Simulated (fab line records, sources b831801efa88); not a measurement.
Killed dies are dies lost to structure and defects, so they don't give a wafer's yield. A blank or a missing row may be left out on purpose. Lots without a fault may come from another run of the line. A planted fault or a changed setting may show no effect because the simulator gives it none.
fab line records | flow sky130
record lots=11 wafers=33 last_day=51
route steps=708 shown LI_CONTACT@378 CONTACT@423 VIA1@461 METAL4@602 PAD_OPEN@708
lots that met no fault: from a run of the same line without faults
start_h: hours from the record's first day to the start of the lot's first wafer shown | wait_h: hours since the lot's step before | " the same as in the row above | L1.1+2: a row that stands for several wafers | - no value, or no start given | * or withheld: withheld | < > ~ a bound
route shown NAME@n: a module of which the file shows steps, and the number in the route of the first | usual: mean/standard deviation of fault-free wafers | same: alike in all rows | chamber/n: place in a boat | sites: the reading at each site | _std_site: their standard deviation | _edge_site: outer sites' mean less inner sites' | radius_mm: how far each site lies from the wafer's centre | mask NAME#n: copy n | behind: the tool/chamber that last shaped the wafer | hold: why the lot was held/for how many hours/how that ended | device: the transistor (n, p or np) that didn't switch | end of line: the same wafers' tests at the end of the route | a step without rows: its recipe alone | killed: dies lost to structure and defects at the first sort, not the wafer's yield | map: a wafer's dies, x killed, . not, _ none there
set.NAME: the setting as run; set.NAME@STEP: as run at that earlier step | model.NAME: the simulator's own value behind a step, which no gauge read
steps of the route over a sample of lots; a table a step, a row a wafer
services: from which hour (start_h, from the record's first day; less than 0 if before it) a tool's chamber was out of use, for how many hours, and why
## steps
# step SKY_LI_CONTACT_STRIP_16
# recipe chemistry=O2/N2 power_w=1400 pressure_mtorr=1500 platen_temp_c=withheld o2_flow_sccm=3000 n2_flow_sccm=300 overash_fraction=0.5
# usual drypump_motor_current_A=5.7/0.4 oes_product_au=0.376/0.0047 strip_time_to_endpoint_s=3.514/0.021
# columns lot.wafer tool chamber start_h wait_h drypump_motor_current_A oes_product_au rf_hours_counter_h strip_time_to_endpoint_s
L639.2 plasma_asher-04 1 700.85 - 6.1 0.380 78 3.537
L639.5 " 1 " " 6.1 0.373 - 3.540
L639.6 " 0 " " 5.3 0.377 - 3.507
L641.1 plasma_asher-03 1 713.37 - 5.2 0.378 32 3.533
L641.5 " 0 " " 5.4 0.383 - 3.572
L641.6 " 1 " " 5.2 0.380 - 3.506
L642.3 plasma_asher-02 0 720.28 - 6.0 0.377 - 3.495
L642.5 " 1 " " 6.1 0.367 - 3.464
L642.6 " 0 " " 6.0 0.376 - 3.486
L643.1 plasma_asher-04 1 729.55 - 6.1 0.384 81 3.502
L643.4 " 1 " " 6.1 0.385 - 3.510
L643.5 " 1 " " 6.1 0.373 - 3.486
L644.1 plasma_asher-02 0 735.35 - 6.0 0.370 62 3.536
L644.2 " 1 " " 6.1 0.378 62 3.518
L644.3 " 1 " " 6.1 0.372 - 3.535
L645.1 plasma_asher-02 0 739.80 - 5.9 0.373 63 3.501
L645.3 " 1 " " 6.1 0.375 - 3.501
L645.4 " 0 " " 5.9 0.377 - 3.470
L651.3 plasma_asher-04 0 793.56 - 5.2 0.378 - 3.530
L651.5 " 0 " " 5.3 0.374 - 3.511
L651.6 " 1 " " 6.1 0.378 - 3.539
L659.2 plasma_asher-02 0 846.05 - 5.9 0.375 73 3.489
L659.3 " 1 " " 6.1 0.374 - 3.528
L659.6 " 1 " " 6.2 0.378 - 3.519
L660.2 plasma_asher-02 0 855.22 - 6.0 0.372 74 3.501
L660.3 " 1 " " 6.1 0.374 - 3.486
L660.6 " 0 " " 6.0 0.379 - 3.512
L661.4 plasma_asher-04 1 861.11 - 6.1 0.371 - 3.496
L661.5 " 1 " " 6.1 0.380 - 3.501
L661.6 " 0 " " 5.3 0.384 - 3.515
L662.1 plasma_asher-02 0 871.60 - 6.0 0.376 76 3.508
L662.3 " 0 " " 6.0 0.376 - 3.459
L662.5 " 1 " " 6.1 0.375 - 3.503
# step SKY_CONTACT_ETCH_17
# recipe target=SiO2 chemistry=C4F8/O2/Ar stop_on=Si3N4 mask_material=KrF-thick source_w=1500 bias_w=1200 pressure_mtorr=40 c4f8_flow_sccm=withheld O2_flow_sccm=6 Ar_flow_sccm=300 time_s=withheld target_depth_a=3400
# usual oes_product_au=0.892/0.0046
# columns lot.wafer tool chamber start_h wait_h oes_product_au
L639.2 rie_diel-02 2 761.04 0.0 0.894
L639.5 " 2 " " 0.887
L639.6 " 1 " " 0.893
L641.1 rie_diel-03 2 773.55 0.0 0.885
L641.5 " 2 " " 0.903
L641.6 " 1 " " 0.890
L642.3 rie_diel-03 2 780.72 0.0 0.893
L642.5 " 2 " " 0.890
L642.6 " 3 " " 0.893
L643.1 rie_diel-02 3 789.29 0.0 0.898
L643.4 " 0 " " 0.901
L643.5 " 1 " " 0.889
L644.1 rie_diel-03 0 793.30 0.0 0.886
L644.2 " 1 " " 0.893
L644.3 " 3 " " 0.893
L645.1 rie_diel-04 0 798.87 0.0 0.893
L645.3 " 1 " " 0.893
L645.4 " 3 " " 0.898
L651.3 rie_diel-04 2 849.35 0.0 0.900
L651.5 " 0 " " 0.898
L651.6 " 3 " " 0.893
L659.2 rie_diel-03 3 902.19 0.0 0.882
L659.3 " 1 " " 0.890
L659.6 " 0 " " 0.888
L660.2 rie_diel-04 0 910.81 0.0 0.893
L660.3 " 3 " " 0.889
L660.6 " 0 " " 0.890
L661.4 rie_diel-03 3 916.42 0.0 0.895
L661.5 " 1 " " 0.899
L661.6 " 0 " " 0.888
L662.1 rie_diel-02 3 925.57 0.0 0.886
L662.3 " 2 " " 0.892
L662.5 " 3 " " 0.897
# step SKY_VIA1_BOW_MEAS_03
# recipe mode=bow
# usual VIA1_BOW=80/6.5
# columns lot.wafer tool chamber start_h wait_h VIA1_BOW[um]
L639.2 film_metro-01 - 792.02 0.2 73
L639.5 " - " " 82
L639.6 " - " " 69
L641.1 film_metro-01 - 804.32 0.1 77
L641.5 " - " " 79
L641.6 " - " " 85
L642.3 film_metro-02 - 811.06 0.2 74
L642.5 " - " " 81
L642.6 " - " " 75
L643.1 film_metro-02 - 819.03 0.1 74
L643.4 " - " " 74
L643.5 " - " " 75
L644.1 film_metro-01 - 823.08 0.2 82
L644.2 " - " " 82
L644.3 " - " " 89
L645.1 film_metro-02 - 827.81 0.3 68
L645.3 " - " " 62
L645.4 " - " " 72
L651.3 film_metro-02 - 878.66 0.2 80
L651.5 " - " " 74
L651.6 " - " " 81
L659.2 film_metro-01 - 930.90 0.2 91
L659.3 " - " " 86
L659.6 " - " " 78
L660.2 film_metro-01 - 939.33 0.3 87
L660.3 " - " " 91
L660.6 " - " " 88
L661.4 film_metro-03 - 944.69 0.3 83
L661.5 " - " " 74
L661.6 " - " " 82
L662.1 film_metro-03 - 953.57 0.1 65
L662.3 " - " " 85
L662.5 " - " " 79
# step SKY_METAL4_SPUTTER_04
# recipe material=TiN target_thk_nm=70 power_w=6500 time_s=58.3 chamber_pressure_pa=0.4
# usual throttle_valve_pct=29.8/1.6
# columns lot.wafer tool chamber start_h wait_h throttle_valve_pct
L639.2 pvd_sputter-02 - 958.84 0.0 29.1
L639.5 " - " " 32.9
L639.6 " - " " 28.8
L641.1 pvd_sputter-02 - 968.86 0.0 28.9
L641.5 " - " " 32.7
L641.6 " - " " 29.1
L642.3 pvd_sputter-02 - 975.33 0.0 27.3
L642.5 " - " " 28.7
L642.6 " - " " 27.1
L643.1 pvd_sputter-04 - 983.83 0.0 30.4
L643.4 " - " " 30.6
L643.5 " - " " 28.5
L644.1 pvd_sputter-03 - 985.63 0.0 29.3
L644.2 " - " " 31.4
L644.3 " - " " 28.3
L645.1 pvd_sputter-02 - 989.11 0.0 29.1
L645.3 " - " " 28.6
L645.4 " - " " 27.2
L651.3 pvd_sputter-03 - 1038.02 0.0 28.3
L651.5 " - " " 29.5
L651.6 " - " " 29.6
L659.2 pvd_sputter-02 - 1082.13 0.0 29.0
L659.3 " - " " 28.8
L659.6 " - " " 27.4
L660.2 pvd_sputter-02 - 1091.53 0.0 32.9
L660.3 " - " " 29.1
L660.6 " - " " 28.7
L661.4 pvd_sputter-04 - 1093.03 0.0 31.3
L661.5 " - " " 31.4
L661.6 " - " " 28.8
L662.1 pvd_sputter-04 - 1103.59 0.0 28.6
L662.3 " - " " 30.7
L662.5 " - " " 30.5
# step SKY_METAL4_METAL_ETCH_18
# recipe target_depth_a=8450 stop_on=SiO2 over_etch_frac=0.3 time_s=183.1 chemistry=Cl2/BCl3 resist_sidewall_deg=88 pressure_mtorr=10 icp_w=900 bias_w=48.5 Cl2_flow_sccm=60 bcl3_flow_sccm=30
# usual drypump_motor_current_A=5.85/0.24 oes_product_au=0.866/0.0061 throttle_valve_pct=22.264/0.009
# columns lot.wafer tool chamber start_h wait_h drypump_motor_current_A oes_product_au rf_hours_counter_h throttle_valve_pct
L639.2 rie_metal-03 0 1008.07 0.0 6.20 0.869 8 22.265
L639.5 " 1 " " 5.65 0.863 - 22.266
L639.6 " 0 " " 6.22 0.865 - 22.242
L641.1 rie_metal-01 0 1019.01 0.0 5.76 0.863 17 22.257
L641.5 " 0 " " 5.78 0.866 - 22.273
L641.6 " 1 " " 6.07 0.858 - 22.259
L642.3 rie_metal-01 0 1023.62 0.1 5.80 0.873 - 22.260
L642.5 " 0 " " 5.78 0.871 - 22.258
L642.6 " 1 " " 6.04 0.870 - 22.272
L643.1 rie_metal-03 0 1032.37 0.0 6.21 0.877 9 22.266
L643.4 " 0 " " 6.24 0.866 - 22.276
L643.5 " 1 " " 5.66 0.856 - 22.265
L644.1 rie_metal-04 1 1035.07 0.0 5.58 0.867 9 22.274
L644.2 " 0 " " 5.71 0.856 16 22.255
L644.3 " 0 " " 5.71 0.862 - 22.271
L645.1 rie_metal-01 1 1038.02 0.0 6.03 0.865 5 22.282
L645.3 " 0 " " 5.78 0.862 - 22.275
L645.4 " 1 " " 6.04 0.868 - 22.257
L651.3 rie_metal-01 1 1083.92 0.1 6.03 0.880 - 22.261
L651.5 " 0 " " 5.78 0.887 - 22.278
L651.6 " 1 " " 6.05 0.843 - 22.268
L659.2 rie_metal-04 1 1125.56 0.0 5.55 0.865 15 22.270
L659.3 " 0 " " 5.74 0.867 - 22.266
L659.6 " 1 " " 5.57 0.858 - 22.270
L660.2 rie_metal-04 0 1134.18 0.0 5.72 0.868 23 22.254
L660.3 " 0 " " 5.75 0.871 - 22.274
L660.6 " 1 " " 5.54 0.869 - 22.268
L661.4 rie_metal-01 0 1135.77 0.1 5.77 0.867 - 22.257
L661.5 " 1 " " 6.02 0.870 - 22.265
L661.6 " 0 " " 5.78 0.870 - 22.269
L662.1 rie_metal-03 1 1145.37 0.0 5.62 0.869 28 22.264
L662.3 " 1 " " 5.64 0.876 - 22.259
L662.5 " 0 " " 6.22 0.878 - 22.253
# step SKY_PAD_OPEN_PROBE_99
# usual defect_limited_yield=82.3/1.8 killed_at_M0_to_M3=43/6.9 killed_at_M4_up=3.2/1.6 killed_at_contacts=25/5.1 killed_at_front_end=16/4.5 killed_at_other=0.3/0.68 killed_dies=87/8.9 killed_open=48/6.9 killed_short=39/6.3 sort_bin_3_pad_short=0.8/0.4 sort_bin_5_function=10.5/1.4 sort_bin_6_memory=6.4/1.1 sort_n_pass=405/8.9 sort_yield_pct=82.3/1.8
# same gross_dies=492 killed_at_back_side=0 sort_bin_4_leakage[%]=0 sort_bin_8_speed[%]=0
# columns lot.wafer tool chamber start_h wait_h defect_limited_yield[%] killed_at_M0_to_M3 killed_at_M4_up killed_at_contacts killed_at_front_end killed_at_other killed_dies killed_open killed_short sort_bin_3_pad_short[%] sort_bin_5_function[%] sort_bin_6_memory[%] sort_n_pass sort_yield_pct[%]
L641.1 prober-01 - 1114.75 0.1 80.9 45 4 24 21 0 94 52 42 1.2 10.4 7.5 398 80.9
L641.5 prober-01 - 1114.95 0.2 82.7 33 7 24 21 0 85 42 42 1.2 11.2 4.9 407 82.7
L641.6 prober-01 - 1115.00 0.2 83.5 42 3 21 15 0 81 53 28 1.2 9.6 5.7 411 83.5
L642.3 prober-02 - 1119.64 0.2 83.9 33 2 30 14 0 79 37 42 0.2 10.2 5.7 413 83.9
L642.5 prober-02 - 1119.74 0.2 85.4 38 2 17 15 0 72 47 25 0.4 8.9 5.3 420 85.4
L642.6 prober-02 - 1119.79 0.2 80.7 54 3 22 15 1 95 45 50 1.0 10.4 7.9 397 80.7
L643.1 prober-01 - 1128.53 0.1 78.7 55 1 31 18 0 105 59 46 0.8 12.6 7.9 387 78.7
L643.4 prober-01 - 1128.68 0.2 83.9 42 3 22 11 1 79 44 35 1.0 7.9 7.1 413 83.9
L643.5 prober-01 - 1128.73 0.2 82.3 50 2 23 12 0 87 53 34 0.2 11.4 6.1 405 82.3
L644.1 prober-01 - 1128.88 0.1 82.5 40 2 22 19 3 86 45 41 0.6 11.4 5.5 406 82.5
L644.2 prober-01 - 1128.93 0.1 81.5 39 1 29 22 0 91 54 37 1.0 10.8 6.7 401 81.5
L644.3 prober-01 - 1128.98 0.2 80.5 49 1 23 22 1 96 53 43 1.0 11.6 6.9 396 80.5
L659.2 prober-01 - 1204.54 0.1 86.2 31 3 17 17 0 68 30 38 1.6 8.1 4.1 424 86.2
L659.3 prober-01 - 1204.59 0.2 80.1 42 5 30 21 0 98 49 49 0.8 11.8 7.3 394 80.1
L659.6 prober-01 - 1204.74 0.2 83.7 36 4 21 19 0 80 37 43 0.8 7.7 7.7 412 83.7
L660.2 prober-01 - 1212.70 0.1 82.5 46 1 23 14 2 86 43 43 0.6 11.0 5.9 406 82.5
L660.3 prober-01 - 1212.75 0.2 82.7 50 2 15 16 2 85 49 35 0.8 10.2 6.3 407 82.7
L660.6 prober-01 - 1212.90 0.2 82.9 36 3 28 15 2 84 47 37 0.8 10.2 6.1 408 82.9
# killed by level:class
L641.1 VIA1:geometric_particle:open=12 CONTACT:geometric_particle:open=10 LI_CONTACT:geometric_particle:open=8 FIELD_ISO:geometric_particle:short=7 METAL1:geometric_particle:short=7 VIA2:geometric_particle:open=6 CONTACT:geometric_particle:short=5 METAL2:geometric_particle:short=5
L641.5 CONTACT:geometric_particle:open=12 VIA2:geometric_particle:open=7 VIA1:geometric_particle:short=7 FIELD_ISO:geometric_particle:open=6 POLY_GATE:geometric_particle:short=6 METAL1:geometric_particle:short=5 CONTACT:geometric_particle:short=4 METAL4:geometric_particle:short=4
L641.6 VIA1:geometric_particle:open=18 CONTACT:geometric_particle:open=9 VIA3:geometric_particle:open=6 FIELD_ISO:geometric_particle:short=5 CONTACT:geometric_particle:short=5 VIA3:geometric_particle:short=5 VIA2:geometric_particle:open=5 POLY_GATE:geometric_particle:open=4
L642.3 CONTACT:geometric_particle:open=11 METAL1:geometric_particle:short=8 LOCAL_INTERCONNECT:geometric_particle:short=7 CONTACT:geometric_particle:short=6 LI_CONTACT:geometric_particle:open=6 VIA2:geometric_particle:open=5 VIA3:geometric_particle:open=5 POLY_GATE:geometric_particle:open=4
L642.5 VIA1:geometric_particle:open=11 VIA3:geometric_particle:open=8 CONTACT:geometric_particle:open=6 VIA2:geometric_particle:open=6 LI_CONTACT:geometric_particle:open=5 POLY_GATE:geometric_particle:open=4 FIELD_ISO:geometric_particle:short=3 FIELD_ISO:geometric_particle:open=3
L642.6 VIA1:geometric_particle:open=11 VIA2:geometric_particle:open=10 VIA1:geometric_particle:short=9 CONTACT:geometric_particle:open=7 FIELD_ISO:geometric_particle:short=6 METAL2:geometric_particle:short=6 CONTACT:geometric_particle:short=4 LOCAL_INTERCONNECT:geometric_particle:short=4
L643.1 METAL2:geometric_particle:short=11 VIA1:geometric_particle:open=11 CONTACT:geometric_particle:open=10 LI_CONTACT:geometric_particle:open=10 VIA3:geometric_particle:open=9 POLY_GATE:geometric_particle:open=6 VIA2:geometric_particle:open=6 LI_CONTACT:geometric_particle:short=5
L643.4 VIA1:geometric_particle:open=9 VIA2:geometric_particle:open=8 CONTACT:geometric_particle:short=7 CONTACT:geometric_particle:open=6 METAL1:geometric_particle:short=6 LI_CONTACT:geometric_particle:open=5 METAL2:geometric_particle:short=5 FIELD_ISO:geometric_particle:open=3
L643.5 VIA2:geometric_particle:open=11 LI_CONTACT:geometric_particle:open=8 CONTACT:geometric_particle:open=8 VIA1:geometric_particle:open=8 METAL2:geometric_particle:short=8 VIA3:geometric_particle:open=7 FIELD_ISO:geometric_particle:open=5 CONTACT:geometric_particle:short=5
L644.1 VIA2:geometric_particle:open=8 VIA1:geometric_particle:open=8 CONTACT:geometric_particle:open=7 POLY_GATE:geometric_particle:open=6 LI_CONTACT:geometric_particle:open=6 METAL2:geometric_particle:short=6 POLY_GATE:geometric_particle:short=4 LOCAL_INTERCONNECT:geometric_particle:short=4
L644.2 CONTACT:geometric_particle:open=14 VIA1:geometric_particle:open=10 LI_CONTACT:geometric_particle:open=9 FIELD_ISO:geometric_particle:short=7 VIA3:geometric_particle:open=7 VIA3:geometric_particle:short=5 VIA2:geometric_particle:open=4 VIA2:geometric_particle:short=4
L644.3 VIA1:geometric_particle:open=15 LI_CONTACT:geometric_particle:open=9 CONTACT:geometric_particle:open=9 VIA1:geometric_particle:short=8 FIELD_ISO:geometric_particle:short=7 METAL2:geometric_particle:short=7 VIA2:geometric_particle:open=7 POLY_GATE:geometric_particle:open=5
L659.2 POLY_GATE:geometric_particle:short=6 VIA1:geometric_particle:open=5 METAL2:geometric_particle:short=5 POLY_GATE:geometric_particle:open=4 CONTACT:geometric_particle:short=4 CONTACT:geometric_particle:open=4 VIA2:geometric_particle:open=4 LI_CONTACT:geometric_particle:open=3
L659.3 CONTACT:geometric_particle:open=14 FIELD_ISO:geometric_particle:open=7 FIELD_ISO:geometric_particle:short=6 LI_CONTACT:geometric_particle:open=6 CONTACT:geometric_particle:short=6 METAL1:geometric_particle:short=6 VIA1:geometric_particle:open=6 METAL2:geometric_particle:short=6
L659.6 FIELD_ISO:geometric_particle:open=9 CONTACT:geometric_particle:open=6 VIA1:geometric_particle:short=5 VIA3:geometric_particle:open=5 FIELD_ISO:geometric_particle:short=4 LOCAL_INTERCONNECT:geometric_particle:short=4 CONTACT:geometric_particle:short=4 METAL1:geometric_particle:short=4
L660.2 VIA1:geometric_particle:open=8 CONTACT:geometric_particle:open=8 LI_CONTACT:geometric_particle:open=7 FIELD_ISO:geometric_particle:open=6 CONTACT:geometric_particle:short=6 VIA2:geometric_particle:open=6 VIA1:geometric_particle:short=5 METAL1:geometric_particle:short=5
L660.3 VIA1:geometric_particle:open=13 METAL2:geometric_particle:short=10 VIA3:geometric_particle:open=9 VIA2:geometric_particle:open=6 FIELD_ISO:geometric_particle:short=4 LI_CONTACT:geometric_particle:open=4 CONTACT:geometric_particle:open=4 VIA1:geometric_particle:short=4
L660.6 CONTACT:geometric_particle:open=9 VIA1:geometric_particle:open=9 VIA3:geometric_particle:open=7 FIELD_ISO:geometric_particle:open=6 CONTACT:geometric_particle:short=6 VIA1:geometric_particle:short=6 VIA2:geometric_particle:open=4 LI_CONTACT:geometric_particle:short=4
## services
# columns tool chamber start_h hours kind
rie_diel-03 1 712.71 6.8 repair
rie_diel-03 3 714.80 4.3 repair
plasma_asher-04 - 718.77 0.6 repair
rie_metal-03 0 734.36 2.2 repair
rie_metal-04 1 734.55 11.5 repair
rie_diel-03 - 750.94 2.8 pm
rie_diel-02 3 755.08 4.5 repair
plasma_asher-04 - 764.55 1.2 repair
rie_metal-01 - 829.61 0.4 repair
rie_diel-03 3 831.16 6.0 repair
rie_diel-03 1 831.94 8.2 repair
plasma_asher-02 - 837.47 0.3 repair
plasma_asher-02 - 862.05 0.6 repair
plasma_asher-02 - 867.50 2.8 pm
rie_diel-03 1 868.48 3.6 repair
rie_diel-03 - 919.30 4.3 pm
rie_diel-03 2 943.15 97.3 repair
plasma_asher-02 - 949.75 1.8 repair
rie_diel-03 1 961.12 5.8 repair
rie_metal-01 0 963.91 4.2 repair
rie_diel-03 1 978.35 6.6 repair
pvd_sputter-02 - 995.26 0.9 repair
rie_diel-03 3 1028.48 1.7 repair
plasma_asher-04 - 1055.25 9.0 pm
## key
first_sign step=SKY_METAL4_METAL_ETCH_18 reading=oes_product_au direction=up sigmas=2.9 usual=0.866 struck=0.884
effect none on later readings
met_at SKY_METAL4_SPUTTER_04
struck_lots L651
struck_wafers L651.3,L651.5
not_acting_at SKY_LI_CONTACT_STRIP_16,SKY_CONTACT_ETCH_17,SKY_VIA1_BOW_MEAS_03
onset_between 985.63 1038.02
fault kind=process_parameter_drift tool=pvd_sputter-03 chamber=- onset_h=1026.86 steps=SKY_METAL4_SPUTTER_04 channel=time_s offset=* shape=step end_h=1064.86 scope=struck_wafers_only acts_in=* stated=*
